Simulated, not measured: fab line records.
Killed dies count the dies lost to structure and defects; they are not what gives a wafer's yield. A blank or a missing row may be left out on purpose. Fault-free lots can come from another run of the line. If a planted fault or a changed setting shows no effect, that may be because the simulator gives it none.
fab line records -- flow sky130
[record] lots = 13, wafers = 39, lastDay = 50
route steps=708 shown SPACER@306 RES_XHIGH@341 SD_N@346 SD_P@359
lots that met no fault: taken from a fault-free run of the same line
startH: the number of hours between the record's first day and the start of the first shown wafer of the lot -- waitH: time in hours since the lot's previous step -- " unchanged from the row above -- L1.1+2: a single row standing in for several wafers -- - no value present, or no start provided -- * or withheld: withheld -- < > ~ a bound
route shown NAME@n: names a module that has steps shown in the file, with the first one's number in the route -- usual: mean/standard deviation taken from wafers without a fault -- same: alike in all rows -- chamber/n: place in a boat -- sites: each site's reading -- _std_site: standard deviation of those values -- _edge_site: the outer-site mean with the inner-site mean subtracted -- radiusMm: for every site, how far away it sits from the centre of the wafer -- mask NAME#n: copy n -- behind: the tool/chamber that last shaped the wafer -- hold: cause of the lot's hold/its duration in hours/its outcome -- device: which transistor (n, p or np) failed to switch -- end of line: at the end of the route, the tests of the same wafers -- a step without rows: its recipe alone -- killed: count of dies lost to structure and defects at first sort (not the wafer's yield) -- map: a wafer's dies, x killed, . not, _ none there
set.NAME: the setting the step ran with; set.NAME@STEP: the setting that earlier step ran with -- model.NAME: the simulator's own value behind a step, which no gauge read
the route's steps for a sample of lots (tables are steps, rows are wafers)
services: a tool's chamber out of use, with start hour (startH, from the record's first day; less than 0 if before it), hours out, and reason
[[steps]]
[step SKY_SPACER_ETCHBACK_02]
[recipe] chemistry = CH3F/O2, target = Si3N4, stopOn = SiO2, sourceW = 400, biasW = 80, pressureMtorr = 25, ch3fFlowSccm = 40, O2_flow_sccm = 30, timeS = 46.7, targetDepthA = 450
[usual] biasW = 79.98/0.24, chamberPressureMTorr = 25.000/0.022, drypumpMotorCurrentA = 5.6/0.51, oesProductAu = 0.854/0.0068, throttleValvePct = 10.562/0.0085
lot.wafer,tool,chamber,startH,waitH,biasW,chamberPressureMTorr,drypumpMotorCurrentA,oesProductAu,rfHoursCounterH,throttleValvePct
L177.2,rieDiel-04,0,538.78,0.0,79.74,25.040,5.5,0.861,4,10.568
L177.3,rieDiel-04,2,538.78,0.0,79.76,24.997,4.8,0.854,4,10.570
L177.6,rieDiel-04,1,538.78,0.0,80.09,24.989,4.9,0.857,-,10.563
L176.1,rieDiel-03,1,539.99,0.1,79.74,25.016,5.9,0.853,13,10.572
L176.2,rieDiel-03,2,539.99,0.1,80.45,24.952,5.9,0.854,70,10.552
L176.5,rieDiel-03,2,539.99,0.1,80.46,24.958,6.0,0.850,-,10.557
L179.1,rieDiel-04,0,554.48,0.1,79.79,24.995,5.6,0.848,4,10.567
L179.2,rieDiel-04,2,554.48,0.1,79.79,24.963,4.7,0.852,4,10.558
L179.3,rieDiel-04,3,554.48,0.1,79.76,25.003,5.8,0.840,18,10.579
L178.1,rieDiel-04,3,557.95,0.1,80.00,24.968,5.8,0.862,18,10.557
L178.2,rieDiel-04,1,557.95,0.1,79.69,24.991,4.8,0.853,11,10.548
L178.6,rieDiel-04,2,557.95,0.1,79.30,25.017,4.7,0.850,-,10.566
L180.2,rieDiel-04,2,564.62,0.0,79.59,24.964,4.8,0.833,5,10.555
L180.4,rieDiel-04,1,564.62,0.0,80.01,25.013,4.9,0.844,11,10.551
L180.5,rieDiel-04,3,564.62,0.0,79.92,24.981,5.7,0.847,-,10.568
L186.1,rieDiel-01,0,616.37,0.1,80.05,24.980,5.6,0.857,19,10.563
L186.4,rieDiel-01,1,616.37,0.1,79.59,25.068,6.3,0.857,4,10.565
L186.6,rieDiel-01,3,616.37,0.1,79.83,25.006,4.9,0.861,-,10.551
L191.1,rieDiel-03,1,658.95,0.1,80.13,24.988,6.0,0.850,15,10.561
L191.4,rieDiel-03,2,658.95,0.1,79.77,25.031,6.0,0.860,-,10.563
L191.6,rieDiel-03,1,658.95,0.1,80.30,25.026,5.9,0.854,-,10.553
L193.4,rieDiel-03,2,668.76,0.0,79.95,24.995,6.0,0.852,-,10.570
L193.5,rieDiel-03,2,668.76,0.0,80.20,24.966,6.0,0.846,-,10.564
L193.6,rieDiel-03,1,668.76,0.0,80.07,24.995,6.0,0.850,-,10.553
L194.3,rieDiel-03,1,672.20,0.1,79.63,24.978,6.0,0.835,-,10.559
L194.4,rieDiel-03,2,672.20,0.1,79.60,24.972,6.0,0.840,-,10.551
L194.6,rieDiel-03,1,672.20,0.1,79.90,24.991,6.0,0.839,-,10.564
L196.3,rieDiel-01,0,691.45,0.0,79.69,25.046,5.6,0.849,20,10.543
L196.5,rieDiel-01,3,691.45,0.0,79.92,25.006,4.9,0.848,-,10.548
L196.6,rieDiel-01,0,691.45,0.0,79.68,24.984,5.6,0.860,-,10.569
L197.3,rieDiel-04,3,694.93,0.0,80.23,24.967,5.8,0.858,21,10.554
L197.4,rieDiel-04,1,694.93,0.0,80.14,25.071,4.9,0.861,13,10.558
L197.5,rieDiel-04,3,694.93,0.0,80.04,25.010,5.8,0.861,-,10.565
L198.1,rieDiel-03,2,698.32,0.1,80.17,24.974,6.0,0.857,2,10.554
L198.3,rieDiel-03,0,698.32,0.1,79.63,25.036,6.4,0.851,18,10.555
L198.4,rieDiel-03,0,698.32,0.1,80.11,25.003,6.4,0.856,-,10.555
L199.1,rieDiel-04,0,712.09,0.1,80.16,25.025,5.6,0.858,7,10.546
L199.2,rieDiel-04,1,712.09,0.1,80.08,25.000,4.9,0.851,13,10.564
L199.3,rieDiel-04,2,712.09,0.1,79.60,25.016,4.8,0.851,7,10.563
[step SKY_RES_XHIGH_TW_MEAS_09]
[usual] RES_XHIGH_TW = 1657/18
lot.wafer,tool,chamber,startH,waitH,RES_XHIGH_TW
L177.2,filmMetro-04,-,628.18,0.1,1625
L177.3,filmMetro-04,-,628.18,0.1,1621
L177.6,filmMetro-04,-,628.18,0.1,1633
L176.1,filmMetro-01,-,629.92,0.1,1651
L176.2,filmMetro-01,-,629.92,0.1,1662
L176.5,filmMetro-01,-,629.92,0.1,1657
L179.1,filmMetro-01,-,642.79,0.1,1670
L179.2,filmMetro-01,-,642.79,0.1,1660
L179.3,filmMetro-01,-,642.79,0.1,1664
L178.1,filmMetro-02,-,646.04,0.1,1648
L178.2,filmMetro-02,-,646.04,0.1,1648
L178.6,filmMetro-02,-,646.04,0.1,1655
L180.2,filmMetro-02,-,652.57,0.1,1647
L180.4,filmMetro-02,-,652.57,0.1,1642
L180.5,filmMetro-02,-,652.57,0.1,1649
L186.1,filmMetro-01,-,702.87,0.1,1682
L186.4,filmMetro-01,-,702.87,0.1,1699
L186.6,filmMetro-01,-,702.87,0.1,1673
L191.1,filmMetro-01,-,744.06,0.1,1672
L191.4,filmMetro-01,-,744.06,0.1,1677
L191.6,filmMetro-01,-,744.06,0.1,1670
L193.4,filmMetro-02,-,752.52,0.1,1641
L193.5,filmMetro-02,-,752.52,0.1,1638
L193.6,filmMetro-02,-,752.52,0.1,1642
L194.3,filmMetro-02,-,756.43,0.1,1644
L194.4,filmMetro-02,-,756.43,0.1,1634
L194.6,filmMetro-02,-,756.43,0.1,1640
L196.3,filmMetro-01,-,773.56,0.1,1667
L196.5,filmMetro-01,-,773.56,0.1,1659
L196.6,filmMetro-01,-,773.56,0.1,1667
L197.3,filmMetro-04,-,777.13,0.1,1639
L197.4,filmMetro-04,-,777.13,0.1,1637
L197.5,filmMetro-04,-,777.13,0.1,1643
L198.1,filmMetro-01,-,781.52,0.1,1674
L198.3,filmMetro-01,-,781.52,0.1,1671
L198.4,filmMetro-01,-,781.52,0.1,1671
L199.1,filmMetro-02,-,792.84,0.1,1642
L199.2,filmMetro-02,-,792.84,0.1,1645
L199.3,filmMetro-02,-,792.84,0.1,1656
[step SKY_SD_N_EXPOSE_04]
[recipe] maskId = NSDM, na = 0.6, sourceShape = conventional, sigmaOuter = 0.6, polarization = unpolarized, targetCdNm = 380, doseMj = 141
lot.wafer,tool,chamber,startH,waitH,mask
L177.2+3+6,ilineStepper-02,0,642.38,-,NSDM#0
L176.1+2+5,ilineStepper-01,0,644.24,-,NSDM#0
L179.1+2+3,ilineStepper-02,0,657.44,-,NSDM#0
L178.1+2+6,ilineStepper-01,0,660.51,-,NSDM#0
L180.2+4+5,ilineStepper-02,0,666.51,-,NSDM_R1#0
L186.1+4+6,ilineStepper-01,0,717.91,-,NSDM#0
L191.1+4+6,ilineStepper-01,0,757.04,-,NSDM#0
L193.4+5+6,ilineStepper-02,0,765.59,-,NSDM#0
L194.3+4+6,ilineStepper-02,0,769.90,-,NSDM#0
L196.3+5+6,ilineStepper-02,0,786.27,-,NSDM#0
L197.3+4+5,ilineStepper-02,0,789.81,-,NSDM#0
L198.1+3+4,ilineStepper-02,0,794.76,-,NSDM#0
L199.1+2+3,ilineStepper-01,0,806.78,-,NSDM#0
[step SKY_SD_N_CD_MEAS_07]
[recipe] targetCdNm = 380
[usual] cdNm = 379.9/2.5
lot.wafer,tool,chamber,startH,waitH,cdNm
L177.2,cdSem-02,-,656.44,0.1,378.7
L177.3,cdSem-02,-,656.44,0.1,382.5
L177.6,cdSem-02,-,656.44,0.1,383.0
L176.1,cdSem-01,-,658.41,0.1,383.1
L176.2,cdSem-01,-,658.41,0.1,379.9
L176.5,cdSem-01,-,658.41,0.1,380.9
L179.1,cdSem-01,-,670.36,0.1,382.0
L179.2,cdSem-01,-,670.36,0.1,382.4
L179.3,cdSem-01,-,670.36,0.1,383.4
L178.1,cdSem-01,-,673.86,0.1,380.2
L178.2,cdSem-01,-,673.86,0.1,378.6
L178.6,cdSem-01,-,673.86,0.1,380.2
L180.2,cdSem-02,-,681.09,0.1,332.7
L180.4,cdSem-02,-,681.09,0.1,334.1
L180.5,cdSem-02,-,681.09,0.1,333.4
L186.1,cdSem-02,-,731.16,0.1,381.1
L186.4,cdSem-02,-,731.16,0.1,381.6
L186.6,cdSem-02,-,731.16,0.1,380.5
L191.1,cdSem-02,-,770.52,0.1,382.3
L191.4,cdSem-02,-,770.52,0.1,384.8
L191.6,cdSem-02,-,770.52,0.1,379.9
L193.4,cdSem-01,-,779.63,0.1,376.9
L193.5,cdSem-01,-,779.63,0.1,377.0
L193.6,cdSem-01,-,779.63,0.1,379.1
L194.3,cdSem-02,-,782.76,0.1,380.1
L194.4,cdSem-02,-,782.76,0.1,381.2
L194.6,cdSem-02,-,782.76,0.1,380.7
L196.3,cdSem-02,-,798.76,0.1,377.8
L196.5,cdSem-02,-,798.76,0.1,375.1
L196.6,cdSem-02,-,798.76,0.1,375.4
L197.3,cdSem-01,-,803.06,0.1,380.2
L197.4,cdSem-01,-,803.06,0.1,381.8
L197.5,cdSem-01,-,803.06,0.1,378.2
L198.1,cdSem-02,-,807.86,0.1,381.0
L198.3,cdSem-02,-,807.86,0.1,379.2
L198.4,cdSem-02,-,807.86,0.1,378.5
L199.1,cdSem-02,-,819.11,0.1,381.4
L199.2,cdSem-02,-,819.11,0.1,382.5
L199.3,cdSem-02,-,819.11,0.1,382.3
[step SKY_SD_N_RS_MEAS_17]
[recipe] thkMeasGauge = four-point-probe
[usual] SD_P_RS = 148.1/0.39
lot.wafer,tool,chamber,startH,waitH,SD_P_RS[ohm/sq]
L177.2,filmMetro-04,-,657.40,0.1,148.7
L177.3,filmMetro-04,-,657.40,0.1,148.0
L177.6,filmMetro-04,-,657.40,0.1,148.1
L176.1,filmMetro-02,-,659.37,0.1,148.0
L176.2,filmMetro-02,-,659.37,0.1,148.5
L176.5,filmMetro-02,-,659.37,0.1,147.5
L179.1,filmMetro-02,-,671.32,0.1,147.7
L179.2,filmMetro-02,-,671.32,0.1,148.1
L179.3,filmMetro-02,-,671.32,0.1,147.6
L178.1,filmMetro-02,-,674.82,0.1,148.0
L178.2,filmMetro-02,-,674.82,0.1,148.0
L178.6,filmMetro-02,-,674.82,0.1,147.9
L180.2,filmMetro-01,-,682.05,0.1,148.3
L180.4,filmMetro-01,-,682.05,0.1,148.5
L180.5,filmMetro-01,-,682.05,0.1,148.4
L186.1,filmMetro-02,-,732.12,0.1,147.7
L186.4,filmMetro-02,-,732.12,0.1,147.8
L186.6,filmMetro-02,-,732.12,0.1,147.7
L191.1,filmMetro-04,-,771.48,0.1,148.4
L191.4,filmMetro-04,-,771.48,0.1,148.3
L191.6,filmMetro-04,-,771.48,0.1,148.6
L193.4,filmMetro-01,-,780.59,0.1,148.3
L193.5,filmMetro-01,-,780.59,0.1,147.8
L193.6,filmMetro-01,-,780.59,0.1,148.1
L194.3,filmMetro-01,-,783.72,0.1,147.9
L194.4,filmMetro-01,-,783.72,0.1,147.7
L194.6,filmMetro-01,-,783.72,0.1,148.3
L196.3,filmMetro-02,-,799.72,0.1,147.9
L196.5,filmMetro-02,-,799.72,0.1,147.9
L196.6,filmMetro-02,-,799.72,0.1,148.4
L197.3,filmMetro-04,-,804.02,0.1,149.3
L197.4,filmMetro-04,-,804.02,0.1,148.5
L197.5,filmMetro-04,-,804.02,0.1,149.0
L198.1,filmMetro-01,-,808.82,0.1,148.0
L198.3,filmMetro-01,-,808.82,0.1,148.1
L198.4,filmMetro-01,-,808.82,0.1,148.2
L199.1,filmMetro-02,-,820.07,0.1,147.7
L199.2,filmMetro-02,-,820.07,0.1,147.8
L199.3,filmMetro-02,-,820.07,0.1,147.7
[[services]]
tool,chamber,startH,hours,kind
ilineStepper-02,-,520.06,3.8,repair
rieDiel-03,-,528.77,0.2,repair
rieDiel-04,-,531.25,0.6,repair
ilineStepper-02,-,535.29,4.3,repair
ilineStepper-01,-,539.55,8.9,pm
rieDiel-01,3,542.17,5.9,repair
rieDiel-03,-,599.94,2.8,pm
rieDiel-01,1,603.09,8.5,repair
rieDiel-03,2,607.38,-,clean
ilineStepper-02,-,611.25,2.1,pm
ilineStepper-02,-,613.33,-,consumableReplace:lamp
rieDiel-01,3,618.38,1.3,repair
rieDiel-01,3,649.66,4.7,repair
rieDiel-03,3,654.57,29.9,repair
ilineStepper-02,-,660.03,1.7,pm
rieDiel-03,0,667.85,6.4,repair
ilineStepper-01,-,671.37,1.7,pm
ilineStepper-01,-,677.04,3.7,repair
ilineStepper-02,-,704.96,18.8,repair
rieDiel-03,0,738.67,1.9,repair
rieDiel-03,2,747.69,1.2,repair
rieDiel-01,-,747.91,2.8,pm
ilineStepper-02,-,779.63,4.4,pm
rieDiel-04,2,783.55,2.1,repair
[[key]]
[firstSign] step = SKY_SD_N_EXPOSE_04, reading = mask, direction = changed
[effect] step = SKY_SD_N_CD_MEAS_07, reading = cdNm, direction = down, sigmas = 19, usual = 379.9, struck = 333.4
metAt SKY_SD_N_EXPOSE_04
struckLots L180
sortLeftOut L180.2,L180.4,L180.5
testerLeftOut L180
notActingAt SKY_SPACER_ETCHBACK_02,SKY_RES_XHIGH_TW_MEAS_09,SKY_SD_N_RS_MEAS_17
onsetBetween 657.44 666.51
[fault] kind = wrongMask, tool = any, chamber = -, onsetH = 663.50, steps = SKY_SD_N_EXPOSE_04, auxCopy = NSDM_R1#0, cdOffsetNm = -46, scope = struckLotsOnly
// testerLeftOut: of these lots the tester's yield and bins aren't shown, on N5 and GAA mostly nor the transistor test; their killed dies are dies lost to structure and defects alone, not to doping, threshold or leakage, so they don't give the yield
// sortLeftOut: the simulated sort isn't trusted on such a fault, so these wafers' sort isn't shown, and their yield isn't known
